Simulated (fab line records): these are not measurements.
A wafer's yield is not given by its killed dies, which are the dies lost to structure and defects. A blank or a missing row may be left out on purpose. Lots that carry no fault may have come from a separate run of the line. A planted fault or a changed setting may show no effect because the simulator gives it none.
Comparing a struck lot with a sound one ; flow gf180mcu ; 14 out of 602 route steps
Sound: the wafers L299.2, L299.3, L299.4. Struck: wafer L310.3 (left out: L310.2, L310.4 of the same lot, which were not struck); the cause appears at the end.
For every step that has rows: the tool of each side, followed by ch and its chambers, followed by its first start. Under that, the readings that differ: sound wafers ; struck wafers ; difference of the means ; sigmas: that difference in standard deviations of wafers without a fault.
alike: words and numbers the same on both sides, and readings whose means are apart by under 2 such deviations; not compared: readings that were withheld, readings missing a value for some wafer, numbers with overlapping values and no deviation given by the record, and bounds like >300 which may hide the same value.
A row with sigmas, a row that says differs or no value, or rows on one side alone: a step with any of these is where the two part. Numbers that don't overlap but have no deviation are shown without sigmas and don't part them. A reading missing from all wafers of one side parts the sides only when that side holds two or more wafers.

GF_CONTACT_ETCH_17: etches SiO2 in C4F8/O2/Ar, stops on CoSi2, target depth 860 nm.
  sound on rie diel-01 ch 0,1,3; struck on rie diel-02 ch 1
  alike: bias w, oes product au
GF_CONTACT_STRIP_18: strips in O2/N2.
  sound on plasma asher-03 ch 0,1, day 17 02:41; struck on plasma asher-03 ch 0, day 21 05:01
  alike: drypump motor current A, heater power w, oes product au
  not compared: rf hours counter h
then, 3 steps without rows for these wafers: GF_CONTACT_CLEAN_19 (cleans in SPM); GF_CONTACT_CLEAN_20 (cleans in DIW); GF_CONTACT_CLEAN_21 (cleans in dHF, time 20 s).
GF_CONTACT_SPUTTER_22: material Ti, target thk 15 nm, time 80.02 s.
  sound on pvd sputter-03, day 17 02:59; struck on pvd sputter-04, day 21 05:24
  alike: throttle valve pct
then, 2 steps without rows for these wafers: GF_CONTACT_SPUTTER_23 (material TiN, target thk 10 nm, time 40 s); GF_CONTACT_CVD_24 (deposits W, target thk 300 nm, time 90.339 s).
GF_CONTACT_RS_MEAS_25: the measuring method here is four-point-probe.
  sound on film metro-04, day 17 03:13; struck on film metro-01, day 21 05:37
reading;sound;struck;difference;sigmas
CONTACT_W_RS (ohm/sq);0.385 0.382 0.382;0.392;+0.009;+2
GF_CONTACT_THK_MEAS_26: measures by xrf.
  sound on film metro-04, day 17 03:20; struck on film metro-01, day 21 05:44
  alike: CONTACT_W_THK
GF_CONTACT_CMP_27: polishes, stops on SiO2, t overpolish 15 s, target thk 0 nm.
  sound on cmp-01 ch 0,1,3, day 17 03:23; struck on cmp-01 ch 3, day 21 05:49
reading;sound;struck;difference;sigmas
time to endpoint s (s);74 70 70;63;-8;-2
  alike: motor current A, overpolish run s
GF_M1_SPUTTER_00: material Ti, target thk 37.5 nm, time 150 s.
  sound on pvd sputter-01, day 17 03:41; struck on pvd sputter-03, day 21 06:07
  alike: throttle valve pct
GF_M1_SPUTTER_01: material TiN, target thk 30 nm, time 25 s.
  sound on pvd sputter-01, day 17 03:47; struck on pvd sputter-03, day 21 06:13
reading;sound;struck;difference;sigmas
model.TiN_of_M1_SPUTTER_01.thk nm (nm);29.67 29.54 29.67;39.35;+9.72;
  alike: throttle valve pct
then, 1 step without rows for these wafers: GF_M1_SPUTTER_02 (material AlCu, target thk 450 nm, time 23.9 s).

## WHERE THEY PART
Last at GF_CONTACT_CMP_27 as far as this record goes, first at GF_CONTACT_RS_MEAS_25. Later steps at which nothing parts them and some readings are alike: GF_M1_SPUTTER_00, GF_M1_SPUTTER_01.

WHY: the cause the simulator had injected
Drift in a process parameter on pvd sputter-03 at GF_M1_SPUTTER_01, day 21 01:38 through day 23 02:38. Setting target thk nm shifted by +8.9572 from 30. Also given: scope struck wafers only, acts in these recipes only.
